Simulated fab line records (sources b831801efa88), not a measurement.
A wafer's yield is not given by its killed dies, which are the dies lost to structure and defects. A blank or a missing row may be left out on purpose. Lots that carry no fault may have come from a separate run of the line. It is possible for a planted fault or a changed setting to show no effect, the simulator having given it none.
Comparing a struck lot with a sound one | flow sky130 | 16 out of 708 route steps
Sound: the wafers L136.1, L136.5, L136.6. Struck: wafers L138.1, L138.3, L138.6. The cause is named last.
Each step with rows lists, per side, the tool, then ch with its chambers, then its first start. Under that, the readings that differ: sound wafers | struck wafers | difference of the means | sigmas: that difference in standard deviations of wafers without a fault.
alike: same words and numbers on both sides, and readings whose means sit less than 2 such deviations apart. not compared: any withheld reading, any reading some wafer has no value for, any bound like >300 that may hide the same value, and any number with overlapping values for which the record gives no deviation.
Wherever a step has rows on one side only, a row that says differs or no value, or a row with sigmas, the two part there. Non-overlapping numbers with no deviation appear without sigmas and do not part them. A reading missing from all wafers of one side parts the sides only when that side holds two or more wafers.

SKY_METAL5_SPUTTER_03: material Ti, target thk 5 nm, time 3.3 s.
  sound on pvd sputter-02 at day 45 16:20; struck on pvd sputter-02 at day 46 00:28
  alike: throttle valve pct
SKY_METAL5_SPUTTER_04: material TiN, target thk 70 nm, time 58.3 s.
  sound on pvd sputter-02 at day 45 16:22; struck on pvd sputter-02 at day 46 00:29
  alike: throttle valve pct
SKY_METAL5_RS_MEAS_05: the measuring method here is four-point-probe.
  sound on film metro-03 at day 45 16:24; struck on film metro-02 at day 46 00:32
  alike: METAL5_ALCU_RS
SKY_METAL5_THK_MEAS_06: measures by xrf.
  sound on film metro-03 at day 45 16:31; struck on film metro-02 at day 46 00:40
  alike: METAL5_ALCU_THK
then, 7 steps without rows for these wafers: SKY_METAL5_DEHYDRATE_07 (time 60 s); SKY_METAL5_HMDS_08 (prime time 60 s); SKY_METAL5_COAT_09 (resist thk 1800 nm); SKY_METAL5_SOFTBAKE_10 (time 60 s); SKY_METAL5_EXPOSE_11 (exposes mask MM5, target cd 1600 nm); SKY_METAL5_PEB_12; SKY_METAL5_DEVELOP_13 (develop time 60 s).
SKY_METAL5_DESCUM_14: chemistry O2, time 11 s.
  sound on rie metal-04 ch 0,1, day 46 13:35; struck on rie metal-03 ch 1, day 46 21:41
  alike: drypump motor current A, oes product au
  not compared: rf hours counter h
SKY_METAL5_METAL_ETCH_15: etches the open film in Cl2/BCl3, stops on SiO2, target depth 1260 nm, time 252 s.
  sound on rie metal-04 ch 0,1, day 46 13:37; struck on rie metal-03 ch 1, day 46 21:43
  reading                                     | sound             | struck            | difference | sigmas
  bias w (W)                                  | 48.77 48.72 48.34 | 65.12 65.22 65.33 | +16.61     | +99 or more
  model.NOVOLAK_of_METAL5_COAT_09.thk nm (nm) | 1048 1047 1054    | 913.3 906.4 920.6 | -136.2     |
  model.SiO2_of_VIA4_HDPCVD_00.thk nm (nm)    | 551.1 548.9 549.6 | 542.9 540 541.3   | -8.5       |
  alike: drypump motor current A, oes product au, throttle valve pct
  not compared: rf hours counter h
SKY_METAL5_STRIP_16: strips in O2/N2.
  sound on plasma asher-04 ch 0,1, day 46 13:51; struck on plasma asher-03 ch 0,1, day 46 21:57
  reading                      | sound             | struck            | difference | sigmas
  strip time to endpoint s (s) | 13.24 13.20 13.26 | 11.71 11.65 11.80 | -1.51      | -6
  alike: drypump motor current A, oes product au
  not compared: rf hours counter h
then, 1 step without rows for these wafers: SKY_METAL5_STRIP_17 (strips in post etch residue remover, time 1200 s).
SKY_PAD_OPEN_PROBE_99:
  sound on prober-01 at day 48 08:22; struck on prober-01 at day 48 14:57
  alike: defect limited yield, killed_at_M0_to_M3, killed_at_M4_up, killed at contacts, killed at front end, killed at other, killed dies, killed open, killed short, sort_bin_3_pad_short, sort_bin_5_function, sort_bin_6_memory, sort n pass, sort yield pct

## WHERE THEY PART
Earliest at SKY_METAL5_METAL_ETCH_15; latest, in this record, at SKY_METAL5_STRIP_16. Later steps at which nothing parts them and some readings are alike: SKY_PAD_OPEN_PROBE_99.

WHY: the cause the simulator had injected
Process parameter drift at SKY_METAL5_METAL_ETCH_15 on rie metal-03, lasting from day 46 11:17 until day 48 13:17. Setting bias w, moved by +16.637, from 48.5. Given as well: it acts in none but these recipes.
